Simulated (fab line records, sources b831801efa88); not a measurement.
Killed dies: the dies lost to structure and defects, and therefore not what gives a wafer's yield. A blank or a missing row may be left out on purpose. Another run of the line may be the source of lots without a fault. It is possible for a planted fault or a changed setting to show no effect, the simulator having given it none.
fab line records | flow sky130
record: lots: 24 wafers: 72 lastDay: 51
route steps=708 shown LOCAL_INTERCONNECT@400 METAL1@437 METAL2@498 VIA2@520 METAL3@536
lots that met no fault: taken from a fault-free run of the same line
startH: start of the lot's first displayed wafer, in hours after the record's first day | waitH: hours elapsed since this lot's preceding step | " same as the row above | L1.1+2: a single row standing in for several wafers | - either no value or no given start | * or withheld: withheld | < > ~ a bound
route shown NAME@n: NAME is a module with steps in the file, n the number in the route of the first one | usual: mean and standard deviation over wafers with no fault | same: alike in all rows | chamber/n: place in a boat | sites: the reading at each site | _std_site: the values' standard deviation | _edge_site: outer sites' mean less inner sites' | radiusMm: for every site, how far away it sits from the centre of the wafer | mask NAME#n: copy n | behind: tool/chamber where the wafer was last shaped | hold: cause of the lot's hold/its duration in hours/its outcome | device: names the non-switching transistor (n, p or np) | end of line: tests run on the same wafers once the route is complete | a step given without rows: its recipe and nothing more | killed: count of dies lost to structure and defects at first sort (not the wafer's yield) | map: the dies of a wafer, with x for killed, . for not killed, _ for no die there
set.NAME: setting as actually run; set.NAME@STEP: the setting as run at that earlier step | model.NAME: the simulator's own value behind a step, which no gauge read
the route's steps for a sample of lots (tables are steps, rows are wafers)
services: the hour from which a tool's chamber was out of use, counted from the record's first day as startH (under 0 if before that day), plus the number of hours and why
== steps ==
step: SKY_LOCAL_INTERCONNECT_ETCH_13
recipe: chemistry: N2/H2 target: BARC ionEnergyEv: 200 biasW: 100 pressureMtorr: 30 n2FlowSccm: 100 h2FlowSccm: 200 icpW: 500 stopOn: SiO2 timeS: 45.9 targetDepthA: 600
usual: chamberPressureMTorr: 29.998/0.028 drypumpMotorCurrentA: 5.8/0.5 h2FlowSccm: 199.9/0.55 heBacksideLeakSccm: 3.23/0.19 oesProductAu: 0.854/0.0045 throttleValvePct: 13.225/0.0094
columns lot.wafer tool chamber startH waitH chamberPressureMTorr drypumpMotorCurrentA h2FlowSccm heBacksideLeakSccm oesProductAu rfHoursCounterH throttleValvePct
L074.1 rieMetal-02 0 710.70 0.0 29.967 5.0 200.0 4.40 0.853 11 13.213
L074.2 " 1 " " 29.991 5.8 199.7 2.92 0.859 12 13.228
L074.3 " 1 " " 29.980 5.8 199.8 2.90 0.849 - 13.229
L075.3 rieMetal-04 1 723.27 0.0 30.025 6.3 201.1 3.25 0.855 - 13.243
L075.5 " 1 " " 30.018 6.3 200.2 3.30 0.847 - 13.232
L075.6 " 0 " " 30.021 6.1 199.9 3.54 0.851 - 13.230
L076.2 rieMetal-01 0 726.90 0.0 30.032 5.1 200.7 3.07 0.860 14 13.214
L076.4 " 1 " " 30.005 5.9 200.0 3.21 0.852 - 13.225
L076.5 " 0 " " 29.967 5.1 200.6 3.11 0.855 - 13.211
L077.1 rieMetal-04 1 742.06 0.0 29.952 6.3 199.6 3.35 0.850 12 13.230
L077.2 " 1 " " 29.988 6.3 199.7 3.20 0.860 - 13.233
L077.5 " 1 " " 30.062 6.3 199.1 3.15 0.847 - 13.232
L079.1 rieMetal-04 1 763.08 0.0 29.982 6.3 199.1 3.18 0.854 13 13.220
L079.2 " 1 " " 30.056 6.4 200.0 3.12 0.853 - 13.207
L079.5 " 1 " " 30.000 6.4 199.2 3.23 0.861 - 13.222
L080.1 rieMetal-01 0 763.30 0.0 29.991 5.1 200.7 3.18 0.850 16 13.224
L080.2 " 0 " " 29.962 5.1 200.2 3.26 0.858 - 13.217
L080.3 " 0 " " 30.012 5.1 200.0 3.07 0.855 - 13.227
L078.1 rieMetal-02 1 764.00 0.0 29.997 5.8 199.4 3.51 0.853 14 13.213
L078.4 " 1 " " 29.946 5.8 199.3 3.31 0.853 - 13.239
L078.6 " 1 " " 30.030 5.8 200.0 3.45 0.853 - 13.230
L081.1 rieMetal-04 1 766.11 0.0 29.994 6.3 200.5 3.18 0.853 13 13.221
L081.3 " 1 " " 30.019 6.4 199.9 3.28 0.855 - 13.219
L081.4 " 1 " " 29.994 6.3 200.7 3.24 0.854 - 13.224
L082.1 rieMetal-04 0 785.56 0.0 30.011 6.1 199.9 3.36 0.862 11 13.210
L082.2 " 1 " " 30.001 6.3 199.7 3.39 0.852 14 13.212
L082.4 " 0 " " 30.011 6.0 200.3 3.35 0.852 - 13.224
L083.1 rieMetal-02 1 789.51 0.0 29.973 5.8 199.9 3.40 0.852 15 13.215
L083.4 " 0 " " 29.959 5.0 200.3 3.26 0.865 - 13.226
L083.6 " 0 " " 30.000 5.0 200.5 3.34 0.849 - 13.233
L085.2 rieMetal-04 0 796.88 0.0 29.986 6.1 200.6 3.06 0.848 - 13.244
L085.4 " 0 " " 30.007 6.1 200.6 3.20 0.859 - 13.249
L085.5 " 0 " " 29.995 6.1 201.1 3.09 0.853 - 13.219
L084.1 rieMetal-01 1 801.90 0.0 30.019 5.9 199.7 2.95 0.844 1 13.242
L084.3 " 1 " " 29.992 5.9 199.2 3.15 0.857 - 13.221
L084.4 " 1 " " 30.003 6.0 200.0 2.98 0.854 - 13.226
L086.2 rieMetal-01 0 805.36 0.0 29.983 5.1 200.1 3.22 0.857 0 13.225
L086.4 " 1 " " 30.014 5.9 199.8 3.17 0.855 - 13.232
L086.5 " 1 " " 30.027 5.9 199.5 3.25 0.861 - 13.234
L087.4 rieMetal-02 1 815.47 0.0 29.970 5.8 199.9 3.21 0.857 - 13.236
L087.5 " 0 " " 29.976 5.0 199.9 3.09 0.864 - 13.216
L087.6 " 1 " " 29.997 5.8 199.6 3.39 0.851 - 13.228
L088.1 rieMetal-01 1 821.56 0.0 30.000 5.9 200.0 3.19 0.853 2 13.226
L088.5 " 0 " " 29.945 5.1 199.8 3.02 0.861 - 13.212
L088.6 " 1 " " 29.989 5.9 200.9 3.02 0.855 - 13.213
L089.1 rieMetal-01 1 831.01 0.0 30.032 5.9 199.7 3.21 0.848 2 13.215
L089.5 " 1 " " 29.992 5.9 199.2 3.19 0.861 - 13.221
L089.6 " 0 " " 30.038 5.1 199.3 3.04 0.851 - 13.219
L090.2 rieMetal-02 0 839.15 0.0 29.979 5.0 200.0 2.97 0.855 16 13.243
L090.3 " 1 " " 29.978 5.8 199.7 3.62 0.854 - 13.227
L090.4 " 0 " " 30.061 5.0 199.4 2.87 0.856 - 13.218
L092.3 rieMetal-04 0 855.18 0.0 29.928 6.1 200.3 3.25 0.846 - 13.214
L092.5 " 0 " " 30.002 6.1 200.3 3.34 0.862 - 13.215
L092.6 " 1 " " 29.981 6.3 199.2 3.31 0.849 - 13.226
L091.1 rieMetal-04 1 858.76 0.0 30.020 6.3 199.6 3.38 0.855 2 13.219
L091.2 " 0 " " 29.977 6.1 200.0 3.39 0.853 14 13.247
L091.4 " 1 " " 29.995 6.3 200.1 3.36 0.853 - 13.245
L093.1 rieMetal-02 0 860.06 0.0 30.003 5.0 199.2 3.06 0.859 17 13.234
L093.5 " 0 " " 29.931 5.0 199.3 3.11 0.855 - 13.213
L093.6 " 0 " " 30.005 5.0 198.9 3.16 0.850 - 13.222
L094.1 rieMetal-04 1 871.11 0.0 29.995 6.3 199.9 3.42 0.856 2 13.209
L094.2 " 1 " " 29.999 6.4 199.9 3.21 0.858 - 13.218
L094.6 " 1 " " 29.988 6.4 200.1 3.36 0.847 - 13.216
L096.1 rieMetal-04 0 877.68 0.0 30.007 6.1 199.8 3.28 0.859 15 13.231
L096.3 " 0 " " 30.007 6.1 198.9 3.34 0.857 - 13.233
L096.4 " 1 " " 30.026 6.3 200.5 3.16 0.852 - 13.230
L095.1 rieMetal-02 0 884.26 0.0 29.995 5.0 200.0 3.13 0.856 19 13.228
L095.2 " 1 " " 29.993 5.8 200.1 3.26 0.854 1 13.226
L095.4 " 1 " " 30.005 5.8 200.3 3.20 0.858 - 13.217
L097.1 rieMetal-02 1 898.16 0.0 29.999 5.8 198.6 3.30 0.853 1 13.223
L097.5 " 1 " " 29.992 5.8 199.1 2.94 0.852 - 13.227
L097.6 " 1 " " 29.994 5.8 199.7 3.08 0.852 - 13.242
step: SKY_METAL1_SPUTTER_03
recipe: material: Ti targetThkNm: 5 powerW: 3000 timeS: 3.3 chamberPressurePa: 0.4
usual: throttleValvePct: 29.8/1.1
columns lot.wafer tool chamber startH waitH throttleValvePct
L074.1 pvdSputter-02 - 741.68 0.0 29.3
L074.2 " - " " 31.5
L074.3 " - " " 30.1
L075.3 pvdSputter-03 - 753.41 0.0 29.0
L075.5 " - " " 31.3
L075.6 " - " " 30.0
L076.2 pvdSputter-02 - 757.41 0.0 27.3
L076.4 " - " " 30.1
L076.5 " - " " 29.2
L077.1 pvdSputter-03 - 773.36 0.0 30.3
L077.2 " - " " 28.7
L077.5 " - " " 31.3
L079.1 pvdSputter-02 - 792.90 0.0 27.3
L079.2 " - " " 29.1
L079.5 " - " " 29.1
L080.1 pvdSputter-03 - 793.08 0.0 29.6
L080.2 " - " " 28.3
L080.3 " - " " 30.1
L078.1 pvdSputter-02 - 794.13 0.0 31.5
L078.4 " - " " 29.3
L078.6 " - " " 29.0
L081.1 pvdSputter-02 - 796.43 0.0 31.6
L081.3 " - " " 30.0
L081.4 " - " " 29.1
L082.1 pvdSputter-01 - 815.54 0.0 29.7
L082.2 " - " " 30.5
L082.4 " - " " 29.7
L083.1 pvdSputter-03 - 819.80 0.0 30.5
L083.4 " - " " 29.8
L083.6 " - " " 30.1
L085.2 pvdSputter-02 - 826.79 0.0 27.4
L085.4 " - " " 31.4
L085.5 " - " " 31.7
L084.1 pvdSputter-03 - 831.21 0.0 29.9
L084.3 " - " " 31.2
L084.4 " - " " 30.2
L086.2 pvdSputter-01 - 835.10 0.0 29.4
L086.4 " - " " 30.2
L086.5 " - " " 29.7
L087.4 pvdSputter-01 - 845.85 0.0 29.5
L087.5 " - " " 30.2
L087.6 " - " " 30.3
L088.1 pvdSputter-01 - 851.03 0.0 29.6
L088.5 " - " " 29.8
L088.6 " - " " 29.3
L089.1 pvdSputter-02 - 860.38 0.0 27.5
L089.5 " - " " 27.4
L089.6 " - " " 29.2
L090.2 pvdSputter-03 - 868.10 0.0 30.0
L090.3 " - " " 31.6
L090.4 " - " " 29.8
L092.3 pvdSputter-01 - 884.35 0.0 30.5
L092.5 " - " " 29.8
L092.6 " - " " 30.5
L091.1 pvdSputter-01 - 888.06 0.0 29.9
L091.2 " - " " 30.6
L091.4 " - " " 29.5
L093.1 pvdSputter-02 - 889.63 0.0 31.6
L093.5 " - " " 29.8
L093.6 " - " " 31.2
L094.1 pvdSputter-01 - 899.56 0.0 29.7
L094.2 " - " " 29.8
L094.6 " - " " 30.4
L096.1 pvdSputter-01 - 906.87 0.0 29.6
L096.3 " - " " 29.6
L096.4 " - " " 29.9
L095.1 pvdSputter-01 - 913.10 0.0 29.9
L095.2 " - " " 30.3
L095.4 " - " " 29.9
L097.1 pvdSputter-02 - 927.01 0.0 29.0
L097.5 " - " " 29.2
L097.6 " - " " 27.2
step: SKY_METAL2_CD_MEAS_15
recipe: targetCdNm: 140
usual: cdNm: 140.6/1.7
columns lot.wafer tool chamber startH waitH cdNm
L074.1 cdSem-01 - 827.70 - 145.1
L074.2 " - " " 145.2
L074.3 " - " " 145.0
L075.3 cdSem-01 - 837.74 - 140.6
L075.5 " - " " 139.9
L075.6 " - " " 141.7
L076.2 cdSem-02 - 842.22 - 140.8
L076.4 " - " " 140.4
L076.5 " - " " 142.4
L077.1 cdSem-02 - 856.93 - 140.2
L077.2 " - " " 140.4
L077.5 " - " " 140.7
L079.1 cdSem-02 - 876.79 - 140.7
L079.2 " - " " 141.8
L079.5 " - " " 139.0
L080.1 cdSem-01 - 876.95 - 139.1
L080.2 " - " " 140.0
L080.3 " - " " 138.7
L078.1 cdSem-02 - 877.14 - 139.5
L078.4 " - " " 139.6
L078.6 " - " " 140.2
L081.1 cdSem-02 - 880.19 - 140.3
L081.3 " - " " 139.2
L081.4 " - " " 139.3
L082.1 cdSem-02 - 899.15 - 141.7
L082.2 " - " " 140.5
L082.4 " - " " 140.6
L083.1 cdSem-01 - 902.29 - 141.2
L083.4 " - " " 142.2
L083.6 " - " " 141.1
L085.2 cdSem-01 - 907.76 - 141.5
L085.4 " - " " 142.2
L085.5 " - " " 142.5
L084.1 cdSem-01 - 913.10 - 138.3
L084.3 " - " " 138.8
L084.4 " - " " 137.7
L086.2 cdSem-02 - 917.22 - 143.5
L086.4 " - " " 143.1
L086.5 " - " " 142.4
L087.4 cdSem-02 - 927.05 - 139.9
L087.5 " - " " 140.2
L087.6 " - " " 139.8
L088.1 cdSem-02 - 932.40 - 139.3
L088.5 " - " " 140.2
L088.6 " - " " 140.6
L089.1 cdSem-02 - 941.65 - 140.6
L089.5 " - " " 140.4
L089.6 " - " " 140.3
L090.2 cdSem-01 - 948.22 - 140.3
L090.3 " - " " 142.0
L090.4 " - " " 141.6
L092.3 cdSem-01 - 963.04 - 140.1
L092.5 " - " " 139.7
L092.6 " - " " 139.0
L091.1 cdSem-02 - 966.75 - 139.5
L091.2 " - " " 139.9
L091.4 " - " " 138.6
L093.1 cdSem-01 - 968.60 - 142.0
L093.5 " - " " 142.0
L093.6 " - " " 142.1
L094.1 cdSem-02 - 977.10 - 142.4
L094.2 " - " " 143.0
L094.6 " - " " 143.6
L096.1 cdSem-01 - 984.14 - 139.4
L096.3 " - " " 139.9
L096.4 " - " " 139.4
L095.1 cdSem-02 - 989.79 - 142.5
L095.2 " - " " 139.7
L095.4 " - " " 141.4
L097.1 cdSem-01 - 1002.84 - 138.2
L097.5 " - " " 138.0
L097.6 " - " " 138.8
step: SKY_METAL2_DESCUM_17
recipe: chemistry: O2 sourcePowerW: 150 biasPowerW: 0 pressureMtorr: 10 tempC: 40 timeS: 8
usual: chamberPressureMTorr: 10.000/0.0087 drypumpMotorCurrentA: 5.5/0.42 heBacksideLeakSccm: 3.3/0.31 oesProductAu: 1.000/0.0087
columns lot.wafer tool chamber startH waitH chamberPressureMTorr drypumpMotorCurrentA heBacksideLeakSccm oesProductAu rfHoursCounterH
L074.1 rieMetal-03 0 827.86 0.0 10.011 4.9 3.7 1.005 1
L074.2 " 1 " " 9.995 5.8 3.4 1.000 12
L074.3 " 0 " " 10.008 4.9 3.4 1.015 -
L075.3 rieMetal-03 0 837.87 0.0 9.997 4.9 3.3 1.004 -
L075.5 " 1 " " 9.984 5.8 3.3 0.991 -
L075.6 " 0 " " 10.003 4.9 3.5 1.007 -
L076.2 rieMetal-02 0 842.36 0.0 9.994 5.0 3.2 0.997 16
L076.4 " 0 " " 9.992 5.0 3.0 0.993 -
L076.5 " 1 " " 9.996 5.8 3.3 0.974 -
L077.1 rieMetal-03 0 857.09 0.0 9.997 4.9 3.9 1.002 2
L077.2 " 1 " " 10.001 5.8 3.5 0.995 13
L077.5 " 1 " " 9.995 5.8 3.6 1.002 -
L079.1 rieMetal-02 0 876.95 0.0 9.990 5.0 3.2 1.018 18
L079.2 " 1 " " 10.001 5.8 3.2 0.991 0
L079.5 " 1 " " 10.005 5.8 3.0 1.006 -
L080.1 rieMetal-01 0 877.11 0.0 9.987 5.1 3.2 0.997 3
L080.2 " 1 " " 9.991 5.9 3.3 0.997 4
L080.3 " 1 " " 9.994 5.9 3.2 0.998 -
L078.1 rieMetal-03 0 877.30 0.0 9.999 4.9 3.4 1.009 3
L078.4 " 1 " " 9.984 5.9 3.5 0.996 -
L078.6 " 1 " " 10.001 5.9 3.6 1.007 -
L081.1 rieMetal-01 0 880.35 0.0 10.017 5.1 3.1 1.007 3
L081.3 " 1 " " 10.012 5.9 3.1 0.998 -
L081.4 " 0 " " 9.996 5.1 3.2 1.008 -
L082.1 rieMetal-03 0 899.31 0.0 10.024 4.9 3.3 1.005 4
L082.2 " 1 " " 10.002 5.8 3.5 0.986 15
L082.4 " 1 " " 10.001 5.9 3.5 1.001 -
L083.1 rieMetal-02 1 902.45 0.0 10.000 5.8 3.2 0.998 2
L083.4 " 1 " " 10.002 5.8 3.0 0.984 -
L083.6 " 1 " " 9.981 5.8 3.1 0.986 -
L085.2 rieMetal-01 0 907.90 0.0 10.009 5.1 3.1 1.011 4
L085.4 " 0 " " 10.000 5.1 3.2 1.012 -
L085.5 " 1 " " 10.002 5.9 3.1 0.996 -
L084.1 rieMetal-01 1 913.26 0.0 9.993 5.9 3.3 0.996 6
L084.3 " 0 " " 9.991 5.1 3.1 1.007 -
L084.4 " 1 " " 9.987 5.9 3.4 0.993 -
L086.2 rieMetal-03 0 917.36 0.0 9.996 4.9 3.3 1.010 5
L086.4 " 1 " " 9.988 5.9 3.5 1.013 -
L086.5 " 0 " " 9.989 4.9 3.4 1.019 -
L087.4 rieMetal-01 1 927.16 0.0 9.989 5.9 3.2 1.000 -
L087.5 " 1 " " 10.002 5.9 3.4 0.997 -
L087.6 " 0 " " 10.010 5.1 3.0 1.014 -
L088.1 rieMetal-03 1 932.56 0.0 9.999 5.8 3.5 0.994 16
L088.5 " 1 " " 9.999 5.9 3.7 0.990 -
L088.6 " 0 " " 9.999 4.9 3.6 0.998 -
L089.1 rieMetal-02 1 941.81 0.0 10.011 5.8 6.1 0.987 4
L089.5 " 0 " " 10.004 5.0 3.1 1.006 -
L089.6 " 1 " " 9.984 5.8 3.7 0.994 -
L090.2 rieMetal-01 0 948.36 0.0 9.991 5.1 3.0 1.005 7
L090.3 " 0 " " 10.007 5.1 3.5 1.006 -
L090.4 " 1 " " 10.000 5.9 3.2 1.005 -
L092.3 rieMetal-02 1 963.17 0.0 10.001 5.8 3.1 0.991 -
L092.5 " 1 " " 10.007 5.8 3.2 1.004 -
L092.6 " 0 " " 9.990 5.0 3.3 1.004 -
L091.1 rieMetal-02 1 966.91 0.0 9.998 5.8 3.3 0.984 5
L091.2 " 0 " " 9.994 5.0 3.0 1.009 3
L091.4 " 1 " " 10.016 5.8 3.2 1.003 -
L093.1 rieMetal-01 0 968.76 0.0 10.009 5.1 3.0 1.006 9
L093.5 " 1 " " 10.014 5.9 3.1 0.995 -
L093.6 " 0 " " 9.992 5.1 3.0 1.005 -
L094.1 rieMetal-02 0 977.26 0.0 10.018 5.0 3.2 0.989 4
L094.2 " 1 " " 9.989 5.8 3.5 0.990 6
L094.6 " 0 " " 10.022 5.0 3.3 0.990 -
L096.1 rieMetal-02 1 984.30 0.0 10.010 5.8 3.6 0.990 6
L096.3 " 1 " " 9.997 5.8 3.4 0.995 -
L096.4 " 0 " " 10.002 5.0 3.0 1.002 -
L095.1 rieMetal-01 0 989.95 0.0 10.003 5.1 3.2 1.010 10
L095.2 " 1 " " 10.001 5.9 3.3 1.003 9
L095.4 " 0 " " 10.001 5.1 3.1 1.006 -
L097.1 rieMetal-01 0 1003.00 0.0 10.000 5.1 2.9 1.007 11
L097.5 " 1 " " 10.001 5.9 3.2 0.999 -
L097.6 " 0 " " 9.995 5.1 3.1 1.009 -
step: SKY_VIA2_OVL_MEAS_13
usual: VIA2_OVL: 1/5.7
columns lot.wafer tool chamber startH waitH VIA2_OVL[nm]
L074.1 overlay-01 - 855.73 0.1 3
L074.2 " - " " -3
L074.3 " - " " -6
L075.3 overlay-01 - 865.69 0.1 5
L075.5 " - " " 7
L075.6 " - " " -2
L076.2 overlay-02 - 870.23 0.1 4
L076.4 " - " " 5
L076.5 " - " " 2
L077.1 overlay-02 - 884.61 0.1 1
L077.2 " - " " -8
L077.5 " - " " -4
L079.1 overlay-02 - 903.78 0.1 6
L079.2 " - " " 3
L079.5 " - " " 9
L080.1 overlay-01 - 904.78 0.1 0
L080.2 " - " " 5
L080.3 " - " " -1
L078.1 overlay-01 - 904.97 0.1 1
L078.4 " - " " -12
L078.6 " - " " -8
L081.1 overlay-02 - 907.53 0.1 4
L081.3 " - " " 5
L081.4 " - " " -4
L082.1 overlay-01 - 926.42 0.1 4
L082.2 " - " " 0
L082.4 " - " " 0
L083.1 overlay-01 - 929.13 0.1 11
L083.4 " - " " 11
L083.6 " - " " 6
L085.2 overlay-02 - 934.13 0.1 9
L085.4 " - " " 6
L085.5 " - " " 4
L084.1 overlay-02 - 939.92 0.1 0
L084.3 " - " " 4
L084.4 " - " " 10
L086.2 overlay-02 - 944.18 0.1 5
L086.4 " - " " 4
L086.5 " - " " -7
L087.4 overlay-02 - 953.83 0.1 4
L087.5 " - " " 0
L087.6 " - " " 6
L088.1 overlay-02 - 958.92 0.1 -10
L088.5 " - " " -5
L088.6 " - " " -3
L089.1 overlay-01 - 967.62 0.1 3
L089.5 " - " " 4
L089.6 " - " " -1
L090.2 overlay-01 - 974.07 0.1 -7
L090.3 " - " " -2
L090.4 " - " " -13
L092.3 overlay-01 - 987.99 0.1 10
L092.5 " - " " 10
L092.6 " - " " 11
L091.1 overlay-01 - 993.51 0.1 6
L091.2 " - " " 3
L091.4 " - " " -3
L093.1 overlay-01 - 994.53 0.1 1
L093.5 " - " " -1
L093.6 " - " " -1
L094.1 overlay-01 - 1002.33 0.1 3
L094.2 " - " " 1
L094.6 " - " " -2
L096.1 overlay-01 - 1009.48 0.1 1
L096.3 " - " " -6
L096.4 " - " " 0
L095.1 overlay-02 - 1014.82 0.1 8
L095.2 " - " " 10
L095.4 " - " " 9
L097.1 overlay-01 - 1027.86 0.1 -4
L097.5 " - " " -5
L097.6 " - " " -1
step: SKY_METAL3_SPUTTER_04
recipe: material: TiN targetThkNm: 70 powerW: 6500 timeS: 58.3 chamberPressurePa: 0.4
usual: throttleValvePct: 29.9/1
columns lot.wafer tool chamber startH waitH throttleValvePct
L074.1 pvdSputter-01 - 857.24 0.0 30.1
L074.2 " - " " 29.8
L074.3 " - " " 30.2
L075.3 pvdSputter-03 - 867.19 0.0 28.7
L075.5 " - " " 29.9
L075.6 " - " " 29.9
L076.2 pvdSputter-01 - 871.74 0.0 30.5
L076.4 " - " " 29.7
L076.5 " - " " 30.3
L077.1 pvdSputter-01 - 886.17 0.0 29.6
L077.2 " - " " 29.8
L077.5 " - " " 30.0
L079.1 pvdSputter-03 - 905.29 0.0 30.0
L079.2 " - " " 30.0
L079.5 " - " " 30.2
L080.1 pvdSputter-01 - 906.29 0.0 30.1
L080.2 " - " " 29.8
L080.3 " - " " 30.4
L078.1 pvdSputter-03 - 906.52 0.0 28.7
L078.4 " - " " 31.6
L078.6 " - " " 30.0
L081.1 pvdSputter-03 - 909.08 0.0 30.0
L081.3 " - " " 31.5
L081.4 " - " " 28.6
L082.1 pvdSputter-03 - 927.93 0.0 29.9
L082.2 " - " " 30.0
L082.4 " - " " 28.5
L083.1 pvdSputter-02 - 930.64 0.0 29.1
L083.4 " - " " 31.7
L083.6 " - " " 29.5
L085.2 pvdSputter-03 - 935.64 0.0 30.3
L085.4 " - " " 29.1
L085.5 " - " " 28.7
L084.1 pvdSputter-03 - 941.44 0.0 30.1
L084.3 " - " " 31.2
L084.4 " - " " 30.0
L086.2 pvdSputter-02 - 945.68 0.0 27.2
L086.4 " - " " 30.0
L086.5 " - " " 27.2
L087.4 pvdSputter-02 - 955.35 0.0 31.7
L087.5 " - " " 29.0
L087.6 " - " " 31.6
L088.1 pvdSputter-01 - 960.44 0.0 29.8
L088.5 " - " " 30.2
L088.6 " - " " 29.9
L089.1 pvdSputter-03 - 969.54 0.0 31.7
L089.5 " - " " 31.0
L089.6 " - " " 30.3
L090.2 pvdSputter-03 - 976.18 0.0 30.2
L090.3 " - " " 29.7
L090.4 " - " " 28.6
L092.3 pvdSputter-02 - 989.50 0.0 29.3
L092.5 " - " " 29.2
L092.6 " - " " 31.6
L091.1 pvdSputter-01 - 995.02 0.0 29.6
L091.2 " - " " 30.1
L091.4 " - " " 29.7
L093.1 pvdSputter-02 - 996.04 0.0 29.3
L093.5 " - " " 30.3
L093.6 " - " " 29.1
L094.1 pvdSputter-01 - 1003.84 0.0 29.8
L094.2 " - " " 29.5
L094.6 " - " " 29.6
L096.1 pvdSputter-02 - 1011.04 0.0 30.2
L096.3 " - " " 29.4
L096.4 " - " " 29.9
L095.1 pvdSputter-01 - 1016.40 0.0 30.1
L095.2 " - " " 30.4
L095.4 " - " " 30.6
L097.1 pvdSputter-02 - 1029.37 0.0 31.8
L097.5 " - " " 30.1
L097.6 " - " " 27.6
== services ==
columns tool chamber startH hours kind
rieMetal-04 0 741.38 29.8 repair
pvdSputter-03 - 753.50 4.7 repair
rieMetal-04 - 753.79 2.8 pm
rieMetal-01 1 754.39 13.8 repair
pvdSputter-02 - 759.96 1.9 repair
pvdSputter-02 1 770.66 - consumableReplace:kit
pvdSputter-02 1 770.66 18.0 scheduledDown
pvdSputter-02 1 770.66 18.0 ventCycle
pvdSputter-02 - 771.96 11.7 repair
pvdSputter-01 3 790.37 - consumableReplace:kit
pvdSputter-01 3 790.37 18.0 scheduledDown
pvdSputter-01 3 790.37 18.0 ventCycle
rieMetal-03 - 813.42 2.8 pm
rieMetal-03 - 816.56 0.7 repair
rieMetal-04 1 831.56 3.0 repair
rieMetal-04 0 863.55 12.9 repair
rieMetal-04 - 865.75 4.5 repair
pvdSputter-02 - 997.58 3.0 repair
pvdSputter-03 - 1000.23 11.2 repair
pvdSputter-03 - 1010.42 7.7 repair
pvdSputter-01 2 1012.60 - consumableReplace:kit
pvdSputter-01 2 1012.60 18.0 scheduledDown
pvdSputter-01 2 1012.60 18.0 ventCycle
pvdSputter-03 - 1017.47 2.0 repair
== key ==
fault none
